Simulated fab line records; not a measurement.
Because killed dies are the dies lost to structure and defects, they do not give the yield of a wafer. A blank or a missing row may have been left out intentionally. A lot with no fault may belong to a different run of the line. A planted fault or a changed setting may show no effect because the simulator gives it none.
Split-lot trial    flow sky130    5 lots, 23 wafers read, on a route of 708 steps

THE SPLIT
At SKY_LI_CONTACT_SPUTTER_20 (material TiN, target thk 20 nm, time 80 s), the setting power-w was moved away from the recipe's 4000 W on 10 of the 23 wafers read, by -11.9% to +8.4%. The other wafers ran this setting at the recipe's value.

The split's own step is where the reading is taken.

THE READING
TiN_of_LI_CONTACT_SPUTTER_20.thk-nm (the simulator's own value, which no gauge read), in nm, at SKY_LI_CONTACT_SPUTTER_20 (material TiN, target thk 20 nm, time 80 s). The file gives no usual value for it. Here, 13 wafers ran the recipe; their average is 19.91 nm with a standard deviation of 0.26 nm.

wafer   tool, chamber at the split  power-w as run, W  against the recipe  TiN_of_LI_CONTACT_SPUTTER_20.thk-nm, nm  against lot-mates on the recipe
L074.1  pvd-sputter-03, -           4000               recipe              19.23                                    -
L074.4  pvd-sputter-03, -           4000               recipe              20.06                                    -
L074.6  pvd-sputter-03, -           4000               recipe              20.07                                    -
L077.1  pvd-sputter-02, -           4000               recipe              19.98                                    -
L077.2  pvd-sputter-02, -           4131               +3.3%               20.93                                    +1.04
L077.3  pvd-sputter-02, -           4000               recipe              19.56                                    -
L077.4  pvd-sputter-02, -           4131               +3.3%               20.44                                    +0.55
L077.5  pvd-sputter-02, -           4000               recipe              20.12                                    -
L081.1  pvd-sputter-04, -           4275               +6.9%               21.4                                     +1.38
L081.4  pvd-sputter-04, -           4275               +6.9%               21.4                                     +1.38
L081.2  pvd-sputter-04, -           4000               recipe              19.95                                    -
L081.5  pvd-sputter-04, -           4000               recipe              20.09                                    -
L081.6  pvd-sputter-04, -           4000               recipe              20.02                                    -
L082.1  pvd-sputter-03, -           4000               recipe              20.18                                    -
L082.2  pvd-sputter-03, -           4000               recipe              19.71                                    -
L082.3  pvd-sputter-03, -           4335               +8.4%               21.49                                    +1.54
L082.4  pvd-sputter-03, -           4335               +8.4%               21.56                                    +1.61
L082.6  pvd-sputter-03, -           4335               +8.4%               21.6                                     +1.66
L084.1  pvd-sputter-04, -           4000               recipe              19.98                                    -
L084.3  pvd-sputter-04, -           3524               -11.9%              17.57                                    -2.38
L084.4  pvd-sputter-04, -           4000               recipe              19.92                                    -
L084.5  pvd-sputter-04, -           3524               -11.9%              17.78                                    -2.17
L084.6  pvd-sputter-04, -           3524               -11.9%              17.63                                    -2.32

THE FIT
A straight line over all 23 wafers: TiN_of_LI_CONTACT_SPUTTER_20.thk-nm changes by +0.195 nm for each +1% of power-w; r = +0.98; the points scatter about the line by 0.22 nm.
The same after taking each lot's own level away (the mean of its wafers on the recipe; 23 wafers): +0.194 nm for each +1%; r = +0.98; scatter 0.21 nm.
The reading moves by 2.3 nm for the largest change in power-w, on that fit.
From 19.787 to 20.020 nm: that is the span of the lots' own levels, equal to 0.9 times the standard deviation above.
Consequently the slope shifts little with the lot-to-lot level, the two slopes agreeing.
Check: -2.27 nm against its lot-mates is what the line predicts for one of the wafers moved furthest among these (-11.9%) when that wafer is left out of the fit. It came out at -2.38 nm against them.

THE OTHER SPLITS THESE WAFERS WENT THROUGH
Note: prior to the reading, these wafers also went through further splits. Each is held against what the fit with the lots' levels taken away leaves over:
other split on the same wafers            wafers away from the commonest value  r with TiN_of_LI_CONTACT_SPUTTER_20.thk-nm (lot level and that fit taken away)
SKY_LI_CONTACT_HDPCVD_00 time-s           9                                     +0.03
SKY_LI_CONTACT_CMP_02 leave-above-ref-nm  8                                     -0.19
SKY_LI_CONTACT_ETCH_14 source-w           8                                     +0.21

FILE'S OWN FIT
TiN_of_LI_CONTACT_SPUTTER_20.thk-nm changes by +0.196 nm for each +1% of power-w, r = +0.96.
